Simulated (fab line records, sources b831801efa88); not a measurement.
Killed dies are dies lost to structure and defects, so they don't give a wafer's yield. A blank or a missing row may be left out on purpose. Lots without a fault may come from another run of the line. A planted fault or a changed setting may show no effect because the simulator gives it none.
Which tool did it? | flow gf180mcu | 10 lots, 30 wafers sampled, at 3 steps of a route of 602

WHAT THE GAUGES READ, wafer by wafer
GF_HV_LDD_THK_MEAS_57.
lot  | measured     | on            | HV_LDD_CVD_56_THK (nm)
L303 | day 13 02:12 | film_metro-01 | 89.3 89.2 89.3
L305 | day 13 16:05 | film_metro-03 | 88.5 88.5 88.3
L307 | day 14 11:32 | film_metro-04 | 90.7 91.7 91.2
L311 | day 15 20:56 | film_metro-01 | 89.8 90.4 90.2
L315 | day 17 05:04 | film_metro-01 | 67.0 66.5 67.3 67.1 66.5 67.3
L316 | day 17 18:13 | film_metro-04 | 65.9 65.7 65.8 65.8 65.7 65.7
L320 | day 18 22:17 | film_metro-04 | 88.7 88.8 88.6
L321 | day 19 02:50 | film_metro-03 | 90.2 89.9 89.9
L323 | day 19 22:35 | film_metro-01 | 89.6 90.4 90.7
L324 | day 20 08:37 | film_metro-03 | 89.7 89.7 89.4

WHICH TOOL RAN EACH LOT (tool, then ch and the chambers of the sampled wafers, then the start)
lot  | GF_LVPWELL_STRIP_10                 | GF_HV_LDD_CVD_56
L303 | plasma_asher-03 ch 0,1, day 4 06:46 | lpcvd-02 ch 0, day 13 00:04
L305 | plasma_asher-04 ch 0,1, day 4 17:35 | lpcvd-01 ch 1, day 13 13:56
L307 | plasma_asher-04 ch 0,1, day 5 05:19 | lpcvd-02 ch 0, day 14 10:07
L311 | plasma_asher-02 ch 0,1, day 6 04:55 | lpcvd-01 ch 1, day 15 19:29
L315 | plasma_asher-03 ch 0,1, day 7 02:17 | lpcvd-02 ch 0, day 17 03:37
L316 | plasma_asher-03 ch 0,1, day 7 11:17 | lpcvd-02 ch 1, day 17 16:02
L320 | plasma_asher-02 ch 0,1, day 8 09:37 | lpcvd-01 ch 1, day 18 20:52
L321 | plasma_asher-02 ch 0,1, day 8 12:36 | lpcvd-01 ch 1, day 19 01:25
L323 | plasma_asher-02 ch 0,1, day 9 01:01 | lpcvd-01 ch 1, day 19 21:10
L324 | plasma_asher-03 ch 0,1, day 9 07:51 | lpcvd-02 ch 0, day 20 07:10
- GF_LVPWELL_STRIP_10: strips in O2/N2.
- GF_HV_LDD_CVD_56: deposits Si3N4 from DCS/NH3, target thk 90 nm, time 1543 s.

THE ANSWER, worked out from the rows above alone
Rule: what is usual is taken from the lots themselves. Put in order of their means at a reading, lots are off if they are a third of the lots or fewer, leave a main group of 4 or more, and stand apart from it by a gap of 3 or more times the standard deviation of the main group's means; of several such gaps the widest counts. A main group whose means are all the same, to the digits that the tables above print for the reading, isn't used. A lot without any number at a reading at which 4 lots or more have one is off too. The other lots that the step has rows for count as sound.
Off: L315, L316, at GF_HV_LDD_THK_MEAS_57 (HV_LDD_CVD_56_THK). The main group: mean 89.7 nm, standard deviation 0.84.
A tool fits if, at a process step before that reading, it ran every lot that is off, and no sound lot after the first of them. The gauges at GF_HV_LDD_THK_MEAS_57 are tried like those tools. None of those tried fits.

WHAT THE SIMULATOR HAD PUT IN
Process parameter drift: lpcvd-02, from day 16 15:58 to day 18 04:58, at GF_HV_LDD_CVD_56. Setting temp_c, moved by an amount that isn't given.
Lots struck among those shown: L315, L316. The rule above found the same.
